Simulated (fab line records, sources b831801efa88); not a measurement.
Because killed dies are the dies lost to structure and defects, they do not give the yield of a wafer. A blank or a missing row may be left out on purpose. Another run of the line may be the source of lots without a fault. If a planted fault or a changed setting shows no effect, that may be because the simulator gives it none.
fab line records | flow sky130
[record] lots = 7 | wafers = 21 | last-day = 49
route steps=708 shown SONOS_TUNNEL@156 SONOS_ONO@168 PAD_OPEN@708
lots with no fault: from the same line, run without faults
start-h: hours from the record's opening day to when the first of the lot's shown wafers began | wait-h: hours from the lot's prior step to this one | " unchanged from the row above | L1.1+2: a single row standing in for several wafers | - either no value or no given start | * or withheld: withheld | < > ~ a bound
route shown NAME@n: names a module that has steps shown in the file, with the first one's number in the route | usual: mean and standard deviation over wafers with no fault | same: alike in all rows | chamber/n: place in a boat | sites: each site's reading | _std_site: their standard deviation | _edge_site: mean of outer sites minus mean of inner sites | radius-mm: for every site, how far away it sits from the centre of the wafer | mask NAME#n: copy n | behind: the tool/chamber that last shaped the wafer | hold: why the lot went on hold/how many hours it stayed there/how the hold came to an end | device: which transistor (n, p or np) failed to switch | end of line: the same wafers' tests at the end of the route | for a step that has no rows: nothing shown but its recipe | killed: not the wafer's yield, but the dies lost to structure and defects at the first sort | map: a wafer's dies, marking killed ones x, the rest . and places with no die _
set.NAME: setting as actually run; set.NAME@STEP: the setting as run at that earlier step | model.NAME: the simulator's own value behind a step, which no gauge read
a table for each step, a row for each wafer; lots at some steps of the route
services: the hour from which a tool's chamber was out of use, counted from the record's first day as start-h (under 0 if before that day), plus the number of hours and why
[[steps]]
[step SKY_SONOS_TUNNEL_COAT_02]
[recipe] resist = NOVOLAK | spin-rpm = 3000 | resist-thk-nm = 1140
[step SKY_SONOS_TUNNEL_SOFTBAKE_03]
[recipe] temp-c = 90 | time-s = 60 | resist = NOVOLAK
[step SKY_SONOS_TUNNEL_EXPOSE_04]
[recipe] mask-id = TUNM | na = 0.6 | source-shape = conventional | sigma-outer = 0.6 | polarization = unpolarized | target-cd-nm = 410 | dose-mj = 136
[step SKY_SONOS_TUNNEL_PEB_05]
[recipe] temp-c = withheld | time-s = * | resist = NOVOLAK
[step SKY_SONOS_TUNNEL_DEVELOP_06]
[recipe] resist = NOVOLAK | developer = TMAH | develop-time-s = 60 | dev-temp-c = 23
[step SKY_SONOS_TUNNEL_CD_MEAS_07]
[recipe] target-cd-nm = 410
[usual] cd-nm = 409.3/2.1
lot.wafer | tool      | chamber | start-h | wait-h | cd-nm
L630.2    | cd-sem-02 | -       | 251.48  | 0.1    | 411.3
L630.3    | "         | -       | "       | "      | 410.0
L630.4    | "         | -       | "       | "      | 411.8
L636.1    | cd-sem-02 | -       | 288.93  | 0.1    | 404.7
L636.2    | "         | -       | "       | "      | 405.8
L636.6    | "         | -       | "       | "      | 406.6
L637.2    | cd-sem-02 | -       | 308.28  | 0.1    | 410.4
L637.4    | "         | -       | "       | "      | 408.7
L637.5    | "         | -       | "       | "      | 409.2
L638.1    | cd-sem-02 | -       | 308.88  | 0.1    | 412.9
L638.4    | "         | -       | "       | "      | 412.2
L638.5    | "         | -       | "       | "      | 410.9
L639.1    | cd-sem-02 | -       | 309.16  | 0.1    | 410.9
L639.3    | "         | -       | "       | "      | 408.1
L639.5    | "         | -       | "       | "      | 410.9
L648.1    | cd-sem-01 | -       | 373.93  | 0.1    | 405.4
L648.3    | "         | -       | "       | "      | 407.1
L648.6    | "         | -       | "       | "      | 407.6
L649.3    | cd-sem-01 | -       | 382.67  | 0.1    | 407.6
L649.5    | "         | -       | "       | "      | 407.7
L649.6    | "         | -       | "       | "      | 408.5
[step SKY_SONOS_TUNNEL_OVL_MEAS_08]
[usual] SONOS_TUNNEL_OVL = 0.4/1.2
lot.wafer | tool       | chamber | start-h | wait-h | SONOS_TUNNEL_OVL[nm]
L630.2    | overlay-02 | -       | 251.59  | 0.1    | -1.1
L630.3    | "          | -       | "       | "      | -0.9
L630.4    | "          | -       | "       | "      | 0.7
L636.1    | overlay-02 | -       | 289.05  | 0.1    | 0.3
L636.2    | "          | -       | "       | "      | -1.1
L636.6    | "          | -       | "       | "      | 0.6
L637.2    | overlay-01 | -       | 308.39  | 0.1    | 0.1
L637.4    | "          | -       | "       | "      | -0.2
L637.5    | "          | -       | "       | "      | 1.5
L638.1    | overlay-01 | -       | 309.00  | 0.1    | 2.2
L638.4    | "          | -       | "       | "      | 0.1
L638.5    | "          | -       | "       | "      | -1.1
L639.1    | overlay-01 | -       | 309.28  | 0.1    | 1.3
L639.3    | "          | -       | "       | "      | 1.2
L639.5    | "          | -       | "       | "      | 1.3
L648.1    | overlay-01 | -       | 374.05  | 0.1    | 0.2
L648.3    | "          | -       | "       | "      | 1.1
L648.6    | "          | -       | "       | "      | 0.4
L649.3    | overlay-02 | -       | 382.76  | 0.1    | 0.1
L649.5    | "          | -       | "       | "      | 1.4
L649.6    | "          | -       | "       | "      | 0.7
[step SKY_SONOS_TUNNEL_IMPLANT_09]
[recipe] species = B | energy-kev = 20 | dose-cm2 = 1e+12 | tilt-deg = withheld
[step SKY_SONOS_TUNNEL_WET_ETCH_10]
[recipe] chemistry = dHF | target-depth-nm = 14 | target = SiO2 | dilution = 100:1 | temp-c = 25 | time-s = 280
[step SKY_SONOS_TUNNEL_STRIP_11]
[recipe] chemistry = SPM | time-s = 600 | temp-c = 130
[step SKY_SONOS_TUNNEL_TW_MEAS_12]
[usual] SONOS_TUNNEL_TW = 198.4/0.8
lot.wafer | tool          | chamber | start-h | wait-h | SONOS_TUNNEL_TW
L630.2    | film-metro-03 | -       | 252.04  | 0.0    | 199.2
L630.3    | "             | -       | "       | "      | 197.9
L630.4    | "             | -       | "       | "      | 196.9
L636.1    | film-metro-01 | -       | 289.51  | 0.0    | 199.2
L636.2    | "             | -       | "       | "      | 198.7
L636.6    | "             | -       | "       | "      | 198.0
L637.2    | film-metro-02 | -       | 308.84  | 0.0    | 197.9
L637.4    | "             | -       | "       | "      | 197.4
L637.5    | "             | -       | "       | "      | 197.8
L638.1    | film-metro-01 | -       | 309.45  | 0.0    | 198.6
L638.4    | "             | -       | "       | "      | 198.2
L638.5    | "             | -       | "       | "      | 198.0
L639.1    | film-metro-03 | -       | 309.73  | 0.0    | 198.3
L639.3    | "             | -       | "       | "      | 199.0
L639.5    | "             | -       | "       | "      | 198.0
L648.1    | film-metro-01 | -       | 374.50  | 0.0    | 198.5
L648.3    | "             | -       | "       | "      | 199.4
L648.6    | "             | -       | "       | "      | 198.4
L649.3    | film-metro-03 | -       | 383.22  | 0.0    | 198.8
L649.5    | "             | -       | "       | "      | 198.1
L649.6    | "             | -       | "       | "      | 197.8
[step SKY_SONOS_TUNNEL_CLEAN_13]
[recipe] chemistry = dHF | time-s = 20 | dilution = 100:1 | dry = ipa-marangoni
[step SKY_SONOS_ONO_OXIDATION_00]
[recipe] temp-c = 800 | ambient = O2 | idle-temp-c = 700 | ramp-up-c-per-min = 10 | ramp-down-c-per-min = 3 | stabilise-s = 600 | purge-s = 300 | target-thk-a = 26 | ox-time-s = 1249
[usual] ramp-up-c-per-min = 9.9999/0.0017 | tube_center_temp_C_max = 802.0/0.35 | zone-power-upper-pct = 15.2/1.7
[same] stabilise-s = 600
lot.wafer | tool       | chamber | start-h | wait-h | ramp-up-c-per-min | tube_center_temp_C_max | zone-power-upper-pct | model.SiO2_of_SONOS_ONO_OXIDATION_00.thk-nm
L630.2    | furnace-02 | 0       | 252.61  | 0.5    | 9.9998            | 802.4                  | 16.4                 | 2.565
L630.3    | "          | 0       | "       | "      | 9.9999            | 802.2                  | 16.7                 | 2.603
L630.4    | "          | 0       | "       | "      | 9.9992            | 802.3                  | 16.6                 | 2.564
L636.1    | furnace-01 | 0       | 289.59  | 0.0    | 9.9998            | 802.0                  | 12.8                 | 2.685
L636.2    | "          | 0       | "       | "      | 9.9990            | 802.4                  | 12.8                 | 2.673
L636.6    | "          | 0       | "       | "      | 10.0000           | 801.4                  | 13.0                 | 2.645
L637.2    | furnace-01 | 0       | 309.24  | 0.3    | 9.9996            | 801.7                  | 13.0                 | 2.265
L637.4    | "          | 0       | "       | "      | 9.9987            | 802.5                  | 13.1                 | 2.269
L637.5    | "          | 0       | "       | "      | 9.9958            | 802.8                  | 12.9                 | 2.248
L638.1    | furnace-01 | 0       | 310.59  | 1.1    | 10.000            | 802.0                  | 13.0                 | 2.228
L638.4    | "          | 0       | "       | "      | 10.001            | 801.6                  | 12.9                 | 2.254
L638.5    | "          | 0       | "       | "      | 10.000            | 801.7                  | 12.9                 | 2.232
L639.1    | furnace-01 | 0       | 310.59  | 0.8    | 10.0000           | 802.8                  | 12.9                 | 2.264
L639.3    | "          | 0       | "       | "      | 10.002            | 802.3                  | 12.9                 | 2.254
L639.5    | "          | 0       | "       | "      | 10.001            | 801.9                  | 12.7                 | 2.255
L648.1    | furnace-02 | 0       | 374.61  | 0.0    | 9.9997            | 801.5                  | 16.8                 | 2.646
L648.3    | "          | 0       | "       | "      | 9.9974            | 802.4                  | 16.6                 | 2.626
L648.6    | "          | 0       | "       | "      | 9.9970            | 801.7                  | 16.5                 | 2.589
L649.3    | furnace-02 | 0       | 383.36  | 0.1    | 9.9978            | 802.4                  | 16.3                 | 2.628
L649.5    | "          | 0       | "       | "      | 9.9987            | 802.2                  | 16.4                 | 2.644
L649.6    | "          | 0       | "       | "      | 10.002            | 802.0                  | 16.3                 | 2.63
[step SKY_SONOS_ONO_THK_MEAS_01]
[recipe] reads = SiO2_of_SONOS_ONO_OXIDATION_00
[usual] SONOS_ONO_OXIDATION_THK = 2.61/0.052
lot.wafer | tool          | chamber | start-h | wait-h | hold                     | SONOS_ONO_OXIDATION_THK[nm]
L630.2    | film-metro-03 | -       | 253.97  | 0.0    | -                        | 2.55
L630.3    | "             | -       | "       | "      | -                        | 2.58
L630.4    | "             | -       | "       | "      | -                        | 2.53
L636.1    | film-metro-03 | -       | 290.93  | 0.0    | -                        | 2.65
L636.2    | "             | -       | "       | "      | -                        | 2.64
L636.6    | "             | -       | "       | "      | -                        | 2.67
L637.2    | film-metro-04 | -       | 310.60  | 0.0    | await-dispo/0.2h/release | 2.26
L637.4    | "             | -       | "       | "      | await-dispo/0.2h/release | 2.24
L637.5    | "             | -       | "       | "      | await-dispo/0.2h/release | 2.21
L637.2    | film-metro-04 | -       | 310.82  | 0.2    | -                        | 2.29
L637.4    | "             | -       | "       | "      | -                        | 2.35
L637.5    | "             | -       | "       | "      | -                        | 2.21
L638.1    | film-metro-04 | -       | 311.96  | 0.0    | await-dispo/0.2h/release | 2.25
L638.4    | "             | -       | "       | "      | await-dispo/0.2h/release | 2.22
L638.5    | "             | -       | "       | "      | await-dispo/0.2h/release | 2.25
L638.1    | film-metro-04 | -       | 312.18  | 0.2    | -                        | 2.22
L638.4    | "             | -       | "       | "      | -                        | 2.25
L638.5    | "             | -       | "       | "      | -                        | 2.23
L639.1    | film-metro-03 | -       | 311.96  | 0.0    | await-dispo/0.2h/release | 2.22
L639.3    | "             | -       | "       | "      | await-dispo/0.2h/release | 2.26
L639.5    | "             | -       | "       | "      | await-dispo/0.2h/release | 2.29
L639.1    | film-metro-03 | -       | 312.19  | 0.2    | -                        | 2.26
L639.3    | "             | -       | "       | "      | -                        | 2.26
L639.5    | "             | -       | "       | "      | -                        | 2.28
L648.1    | film-metro-01 | -       | 375.96  | 0.0    | -                        | 2.69
L648.3    | "             | -       | "       | "      | -                        | 2.62
L648.6    | "             | -       | "       | "      | -                        | 2.55
L649.3    | film-metro-03 | -       | 384.73  | 0.0    | -                        | 2.69
L649.5    | "             | -       | "       | "      | -                        | 2.65
L649.6    | "             | -       | "       | "      | -                        | 2.64
[step SKY_PAD_OPEN_PROBE_99]
[usual] killed_at_M0_to_M3 = 44/7.1 | killed_at_M4_up = 3.3/1.8 | killed-at-contacts = 24/5.1 | killed-at-front-end = 16/4.7 | killed-at-other = 0.3/0.52 | killed-dies = 87/9.7 | killed-open = 47/6.8 | killed-short = 39/6.7
[same] gross-dies = 492 | killed-at-back-side = 0
lot.wafer | tool      | chamber | start-h | wait-h | killed_at_M0_to_M3 | killed_at_M4_up | killed-at-contacts | killed-at-front-end | killed-at-other | killed-dies | killed-open | killed-short | model.etest.sonos-erased.drive-ua-um | model.etest.cap-ono.gate-log10-a-cm2 | model.etest.cap-ono.gate-bv-v | model.etest.cap-ono.tox-acc-nm | model.etest.sonos-erased.vt-v | model.etest.sonos-baked.vt-less-v
L630.2    | prober-02 | -       | 1073.44 | 0.1    | 27                 | 6               | 21                 | 10                  | 0               | 64          | 29          | 35           | 227.7                                | -7.519                               | 16.34                         | 12.61                          | -2.433                        | -0.5461
L630.3    | prober-02 | -       | 1073.49 | 0.2    | 47                 | 4               | 17                 | 8                   | 0               | 76          | 42          | 34           | 218.6                                | -7.767                               | 16.04                         | 12.72                          | -2.376                        | -0.4922
L630.4    | prober-02 | -       | 1073.54 | 0.2    | 55                 | 2               | 21                 | 7                   | 0               | 85          | 48          | 37           | 202.8                                | -7.604                               | 16.45                         | 12.66                          | -2.386                        | -0.5565
L636.1    | prober-01 | -       | 1102.70 | 0.1    | 46                 | 3               | 32                 | 15                  | 0               | 96          | 54          | 42           | 205.4                                | -7.852                               | 16.24                         | 12.76                          | -2.322                        | -0.4942
L636.2    | prober-01 | -       | 1102.75 | 0.1    | 44                 | 1               | 12                 | 13                  | 0               | 70          | 41          | 28           | 168.8                                | -7.963                               | 16.5                          | 12.97                          | -2.203                        | -0.4889
L636.6    | prober-01 | -       | 1102.95 | 0.2    | 52                 | 2               | 14                 | 17                  | 0               | 85          | 41          | 44           | 189.8                                | -8.052                               | 16.24                         | 12.95                          | -2.239                        | -0.473
L637.2    | prober-02 | -       | 1122.33 | 0.1    | 37                 | 4               | 27                 | 15                  | 0               | 83          | 43          | 40           | 252.6                                | -7.383                               | 15.66                         | 12.47                          | -2.544                        | -0.5755
L637.4    | prober-02 | -       | 1122.43 | 0.2    | 41                 | 3               | 24                 | 14                  | 0               | 82          | 35          | 47           | 208.9                                | -7.391                               | 15.99                         | 12.43                          | -2.518                        | -0.6233
L637.5    | prober-02 | -       | 1122.48 | 0.2    | 41                 | 5               | 26                 | 11                  | 0               | 83          | 51          | 32           | 194                                  | -7.514                               | 15.61                         | 12.5                           | -2.486                        | -0.5747
L638.1    | prober-01 | -       | 1123.96 | 0.1    | 38                 | 5               | 31                 | 16                  | 1               | 91          | 48          | 43           | 226.4                                | -7.549                               | 15.69                         | 12.63                          | -2.489                        | -0.5687
L638.4    | prober-01 | -       | 1124.11 | 0.2    | 51                 | 1               | 25                 | 13                  | 0               | 90          | 56          | 34           | 207.9                                | -7.448                               | 16.44                         | 12.55                          | -2.481                        | -0.6039
L638.5    | prober-01 | -       | 1124.16 | 0.2    | 46                 | 3               | 24                 | 31                  | 2               | 106         | 53          | 51           | 248.4                                | -7.288                               | 15.85                         | 12.37                          | -2.559                        | -0.6976
L639.1    | prober-02 | -       | 1125.68 | 0.1    | 48                 | 8               | 19                 | 16                  | 2               | 93          | 53          | 39           | 219.7                                | -7.389                               | 15.96                         | 12.49                          | -2.508                        | -0.6093
L639.3    | prober-02 | -       | 1125.78 | 0.2    | 48                 | 4               | 21                 | 9                   | 0               | 82          | 44          | 37           | 237.1                                | -7.292                               | 16.02                         | 12.4                           | -2.539                        | -0.6156
L639.5    | prober-02 | -       | 1125.88 | 0.2    | 50                 | 5               | 30                 | 14                  | 0               | 99          | 62          | 36           | 240.7                                | -7.251                               | 16.21                         | 12.38                          | -2.54                         | -0.6768
L648.1    | prober-01 | -       | 1168.03 | 0.1    | 30                 | 2               | 28                 | 13                  | 0               | 73          | 44          | 29           | 181.6                                | -8.091                               | 16.5                          | 13.04                          | -2.221                        | -0.491
L648.3    | prober-01 | -       | 1168.13 | 0.2    | 38                 | 4               | 29                 | 15                  | 0               | 86          | 49          | 37           | 211.8                                | -8.093                               | 16.64                         | 12.99                          | -2.264                        | -0.4687
L648.6    | prober-01 | -       | 1168.28 | 0.2    | 42                 | 5               | 22                 | 12                  | 0               | 81          | 47          | 34           | 233.7                                | -8.252                               | 16.69                         | 13.07                          | -2.277                        | -0.4705
L649.3    | prober-02 | -       | 1172.57 | 0.2    | 39                 | 3               | 32                 | 14                  | 0               | 88          | 45          | 43           | 175.7                                | -8.054                               | 16.67                         | 12.98                          | -2.22                         | -0.419
L649.5    | prober-02 | -       | 1172.67 | 0.2    | 33                 | 2               | 15                 | 14                  | 0               | 64          | 42          | 22           | 184.2                                | -8.109                               | 16.39                         | 12.99                          | -2.221                        | -0.4753
L649.6    | prober-02 | -       | 1172.72 | 0.2    | 43                 | 2               | 21                 | 14                  | 0               | 80          | 41          | 39           | 200.4                                | -8.07                                | 16.31                         | 12.84                          | -2.296                        | -0.4656
// killed by level:class
L630.2 LOCAL_INTERCONNECT:geometric-particle:short=7 LI_CONTACT:geometric-particle:open=6 VIA1:geometric-particle:open=6 CONTACT:geometric-particle:open=5 VIA1:geometric-particle:short=5 METAL4:geometric-particle:short=5 POLY_GATE:geometric-particle:short=3 METAL2:geometric-particle:short=3
L630.3 VIA1:geometric-particle:open=11 CONTACT:geometric-particle:open=8 VIA1:geometric-particle:short=7 LOCAL_INTERCONNECT:geometric-particle:short=5 METAL2:geometric-particle:open=5 METAL2:geometric-particle:short=5 VIA2:geometric-particle:open=4 METAL3:geometric-particle:short=4
L630.4 VIA1:geometric-particle:open=13 VIA3:geometric-particle:open=11 VIA2:geometric-particle:open=8 CONTACT:geometric-particle:open=8 METAL1:geometric-particle:short=6 VIA1:geometric-particle:short=5 METAL2:geometric-particle:short=5 LI_CONTACT:geometric-particle:open=4
L636.1 VIA1:geometric-particle:open=13 LI_CONTACT:geometric-particle:open=13 CONTACT:geometric-particle:open=9 VIA2:geometric-particle:open=8 LI_CONTACT:geometric-particle:short=6 VIA1:geometric-particle:short=6 FIELD_ISO:geometric-particle:short=4 POLY_GATE:geometric-particle:short=4
L636.2 VIA1:geometric-particle:open=11 VIA2:geometric-particle:open=7 POLY_GATE:geometric-particle:open=6 METAL1:geometric-particle:short=5 VIA3:geometric-particle:open=5 VIA2:geometric-particle:short=4 LI_CONTACT:geometric-particle:open=4 CONTACT:geometric-particle:short=3
L636.6 METAL1:geometric-particle:short=9 VIA1:geometric-particle:open=9 VIA3:geometric-particle:open=8 CONTACT:geometric-particle:open=7 METAL2:geometric-particle:short=6 VIA1:geometric-particle:short=6 FIELD_ISO:geometric-particle:open=5 FIELD_ISO:geometric-particle:short=4
L637.2 VIA1:geometric-particle:open=11 METAL2:geometric-particle:short=9 CONTACT:geometric-particle:open=8 LI_CONTACT:geometric-particle:open=7 LI_CONTACT:geometric-particle:short=5 METAL1:geometric-particle:short=5 VIA2:geometric-particle:open=5 FIELD_ISO:geometric-particle:short=4
L637.4 CONTACT:geometric-particle:open=8 CONTACT:geometric-particle:short=7 VIA2:geometric-particle:open=6 METAL1:geometric-particle:short=6 VIA1:geometric-particle:short=5 POLY_GATE:geometric-particle:short=5 LOCAL_INTERCONNECT:geometric-particle:short=5 VIA1:geometric-particle:open=5
L637.5 LI_CONTACT:geometric-particle:open=10 CONTACT:geometric-particle:open=8 VIA1:geometric-particle:open=8 VIA3:geometric-particle:open=6 VIA1:geometric-particle:short=6 VIA2:geometric-particle:open=6 METAL1:geometric-particle:short=5 POLY_GATE:geometric-particle:open=4
L638.1 VIA1:geometric-particle:open=8 CONTACT:geometric-particle:open=8 LOCAL_INTERCONNECT:geometric-particle:short=7 VIA3:geometric-particle:open=6 LI_CONTACT:geometric-particle:short=5 LI_CONTACT:geometric-particle:open=5 VIA1:geometric-particle:short=5 FIELD_ISO:geometric-particle:open=4
L638.4 VIA1:geometric-particle:open=17 VIA2:geometric-particle:open=13 CONTACT:geometric-particle:open=7 LI_CONTACT:geometric-particle:open=5 LOCAL_INTERCONNECT:geometric-particle:short=5 LI_CONTACT:geometric-particle:short=4 METAL1:geometric-particle:short=4 VIA1:geometric-particle:short=4
L638.5 FIELD_ISO:geometric-particle:open=11 METAL2:geometric-particle:short=8 VIA1:geometric-particle:open=8 VIA2:geometric-particle:open=8 CONTACT:geometric-particle:short=7 LI_CONTACT:geometric-particle:open=6 CONTACT:geometric-particle:open=6 FIELD_ISO:geometric-particle:short=5
L639.1 VIA1:geometric-particle:open=16 CONTACT:geometric-particle:open=10 METAL2:geometric-particle:short=8 VIA2:geometric-particle:open=7 POLY_GATE:geometric-particle:short=5 METAL4:geometric-particle:short=5 FIELD_ISO:geometric-particle:open=4 LOCAL_INTERCONNECT:geometric-particle:short=4
L639.3 CONTACT:geometric-particle:open=8 VIA2:geometric-particle:open=8 VIA1:geometric-particle:open=7 VIA3:geometric-particle:open=6 VIA1:geometric-particle:short=6 METAL2:geometric-particle:short=5 LOCAL_INTERCONNECT:geometric-particle:short=4 METAL1:geometric-particle:short=4
L639.5 VIA1:geometric-particle:open=21 CONTACT:geometric-particle:open=14 LI_CONTACT:geometric-particle:open=6 CONTACT:geometric-particle:short=5 VIA3:geometric-particle:open=5 FIELD_ISO:geometric-particle:short=4 METAL4:geometric-particle:short=4 SPACER:geometric-particle:open=4
L648.1 LI_CONTACT:geometric-particle:open=12 CONTACT:geometric-particle:open=9 VIA1:geometric-particle:open=8 METAL1:geometric-particle:short=5 CONTACT:geometric-particle:short=4 VIA2:geometric-particle:open=4 VIA3:geometric-particle:open=4 POLY_GATE:geometric-particle:short=3
L648.3 CONTACT:geometric-particle:open=11 LI_CONTACT:geometric-particle:open=9 VIA1:geometric-particle:open=8 POLY_GATE:geometric-particle:open=7 METAL1:geometric-particle:short=6 LI_CONTACT:geometric-particle:short=5 VIA1:geometric-particle:short=4 VIA3:geometric-particle:open=4
L648.6 CONTACT:geometric-particle:open=8 VIA2:geometric-particle:open=8 VIA3:geometric-particle:open=8 LI_CONTACT:geometric-particle:open=7 POLY_GATE:geometric-particle:open=6 LOCAL_INTERCONNECT:geometric-particle:short=6 VIA1:geometric-particle:open=6 METAL2:geometric-particle:short=6
L649.3 VIA1:geometric-particle:open=10 LI_CONTACT:geometric-particle:open=8 CONTACT:geometric-particle:short=8 LI_CONTACT:geometric-particle:short=7 CONTACT:geometric-particle:open=5 VIA1:geometric-particle:short=5 METAL2:geometric-particle:short=5 POLY_GATE:geometric-particle:short=4
L649.5 VIA1:geometric-particle:open=7 VIA3:geometric-particle:open=7 CONTACT:geometric-particle:open=6 VIA2:geometric-particle:open=6 FIELD_ISO:geometric-particle:open=4 LI_CONTACT:geometric-particle:open=4 FIELD_ISO:geometric-particle:short=3 POLY_GATE:geometric-particle:short=3
L649.6 VIA1:geometric-particle:open=10 VIA1:geometric-particle:short=9 VIA2:geometric-particle:open=9 CONTACT:geometric-particle:open=7 LOCAL_INTERCONNECT:geometric-particle:short=5 FIELD_ISO:geometric-particle:short=4 CONTACT:geometric-particle:short=4 VIA3:geometric-particle:open=4
[[services]]
tool       | chamber | start-h | hours | kind
furnace-01 | -       | 269.35  | 3.2   | pm
furnace-02 | -       | 308.29  | 4.1   | pm
furnace-01 | -       | 372.98  | 2.7   | pm
[[key]]
[first-sign] step = SKY_SONOS_ONO_THK_MEAS_01 | reading = visit | direction = added
[effect] step = SKY_SONOS_ONO_THK_MEAS_01 | reading = SONOS_ONO_OXIDATION_THK | direction = down | sigmas = 7 | usual = 2.61 | struck = 2.24
[model-effect] step = SKY_SONOS_ONO_OXIDATION_00 | value = SiO2_of_SONOS_ONO_OXIDATION_00.thk-nm | without = 2.683 | struck = 2.252
[model-effect] step = SKY_PAD_OPEN_PROBE_99 | value = etest.sonos-erased.drive-ua-um | without = 195.2 | struck = 226.2
met-at SKY_SONOS_ONO_OXIDATION_00
struck-wafers L637.2,L637.4,L637.5,L638.1,L638.4,L638.5,L639.1,L639.3,L639.5
tester-left-out L637,L638,L639
[fault] kind = process-parameter-drift | tool = furnace-01 | chamber = - | onset-h = 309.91 | steps = SKY_SONOS_ONO_OXIDATION_00 | channel = ox-time-s | offset = * | shape = step | end-h = 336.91 | acts-in = * | stated = *
// tester-left-out: of these lots the tester's yield and bins aren't shown, on N5 and GAA mostly nor the transistor test; their killed dies are dies lost to structure and defects alone, not to doping, threshold or leakage, so they don't give the yield
